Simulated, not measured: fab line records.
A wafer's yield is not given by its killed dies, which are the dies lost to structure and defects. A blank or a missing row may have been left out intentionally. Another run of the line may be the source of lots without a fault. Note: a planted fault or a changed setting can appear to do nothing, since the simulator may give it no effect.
Struck lot and sound lot, side by side + flow sky130 + 15 out of 708 route steps
Sound: these wafers, L248.3, L248.4, L248.6. Struck: wafer L254.1 (L254.3, L254.6, from the same lot, were not struck and are left out); the cause is given at the end.
Order at every step that has rows: each side's tool, ch and its chambers, its first start. Under that, the readings that differ: sound wafers + struck wafers + difference of the means + sigmas: that difference in standard deviations of wafers without a fault.
alike: readings with means less than 2 such deviations apart, plus words and numbers identical on both sides. not compared: withheld readings, readings lacking a value on some wafer, bounds such as >300 that could conceal the same value, and numbers that have no deviation in the record and whose values overlap.
A row with sigmas, a row that says differs or no value, or rows on one side alone: a step with any of these is where the two part. Non-overlapping numbers with no deviation appear without sigmas and do not part them. Lack of a reading on every wafer of one side parts them only where that side has two or more wafers.

first, 3 steps without rows for these wafers: SKY_VIA3_STRIP_17 (strips in post etch residue remover, time 1200 s); SKY_VIA3_CLEAN_18 (cleans in IPA, time 180 s); SKY_VIA3_CLEAN_19 (cleans in O3/DIW).
SKY_VIA3_SPUTTER_20: material TiN, target thk 20 nm, time 80 s.
  sound on pvd-sputter-02, day 40 12:59; struck on pvd-sputter-03, day 42 16:19
  alike: chamber-pressure-pa, throttle-valve-pct
then, 1 step without rows for these wafers: SKY_VIA3_CVD_21 (deposits W, target thk 390 nm, time 117.31 s).
SKY_VIA3_RS_MEAS_22: measures by four-point-probe.
  sound on film-metro-02, day 40 13:13; struck on film-metro-02, day 42 16:30
  alike: VIA3_W_RS
SKY_VIA3_THK_MEAS_23: measures by xrf.
  sound on film-metro-02, day 40 13:19; struck on film-metro-02, day 42 16:37
  alike: VIA3_W_THK
SKY_VIA3_CMP_24: polishes, stops on SiO2, t overpolish 20 s, target thk 0 nm.
  sound on cmp-01 ch 0,3, day 40 13:22; struck on cmp-02 ch 1, day 42 16:50
  alike: motor-current-A, overpolish-run-s, time-to-endpoint-s
SKY_METAL4_SPUTTER_00: material Ti, target thk 15 nm, time 10 s.
  sound on pvd-sputter-01, day 40 13:40; struck on pvd-sputter-01, day 42 17:05
| reading                  | sound                | struck | difference | sigmas |
|--------------------------|----------------------|--------|------------|--------|
| chamber-pressure-pa (Pa) | 0.3996 0.3994 0.3982 | 0.4016 | +0.0025    | +3     |
  alike: throttle-valve-pct
SKY_METAL4_SPUTTER_01: material TiN, target thk 20 nm, time 16.7 s.
  sound on pvd-sputter-01, day 40 13:41; struck on pvd-sputter-01, day 42 17:07
  alike: chamber-pressure-pa, throttle-valve-pct
SKY_METAL4_SPUTTER_02: material AlCu, target thk 735 nm, time 39.1 s.
  sound on pvd-sputter-01, day 40 13:42; struck on pvd-sputter-01, day 42 17:08
  alike: chamber-pressure-pa, throttle-valve-pct
then, 1 step without rows for these wafers: SKY_METAL4_SPUTTER_03 (material Ti, target thk 5 nm, time 3.3 s).
SKY_METAL4_SPUTTER_04: material TiN, target thk 70 nm, time 58.3 s.
  sound on pvd-sputter-01, day 40 13:46; struck on pvd-sputter-01, day 42 17:11
| reading                                    | sound             | struck | difference | sigmas |
|--------------------------------------------|-------------------|--------|------------|--------|
| model.TiN_of_METAL4_SPUTTER_04.thk-nm (nm) | 70.21 70.98 69.96 | 91.83  | +21.45     |        |
  alike: chamber-pressure-pa, throttle-valve-pct
then, 1 step without rows for these wafers: SKY_CAP2M_CVD_00 (deposits SiO2, target thk 15.5 nm).
-- the record jumps here: 6 days lie between the struck wafers' starts before and after (it left off in module CAP2M and takes up again in module PAD_OPEN, whose first step shown is number 708 of the route) --
SKY_PAD_OPEN_PROBE_99:
  sound on prober-02, day 46 12:53; struck on prober-01, day 48 08:56
| reading                       | sound               | struck | difference | sigmas |
|-------------------------------|---------------------|--------|------------|--------|
| killed-short                  | 42 43 32            | 51     | +12        | +2     |
| sort_bin_3_pad_short (%)      | 0.8 0.2 0.4         | 1.6    | +1.1       | +3     |
| model.etest.via4-chain.rc-ohm | 0.7849 0.819 0.8104 | 0.8434 | +0.0386    |        |
  alike: defect-limited-yield, killed_at_M0_to_M3, killed_at_M4_up, killed-at-contacts, killed-at-front-end, killed-at-other, killed-dies, killed-open, sort_bin_5_function, sort_bin_6_memory, sort-n-pass, sort-yield-pct

== WHERE THEY PART ==
First at SKY_METAL4_SPUTTER_00; last, within this record, at SKY_PAD_OPEN_PROBE_99.

WHY: what had been put in by the simulator
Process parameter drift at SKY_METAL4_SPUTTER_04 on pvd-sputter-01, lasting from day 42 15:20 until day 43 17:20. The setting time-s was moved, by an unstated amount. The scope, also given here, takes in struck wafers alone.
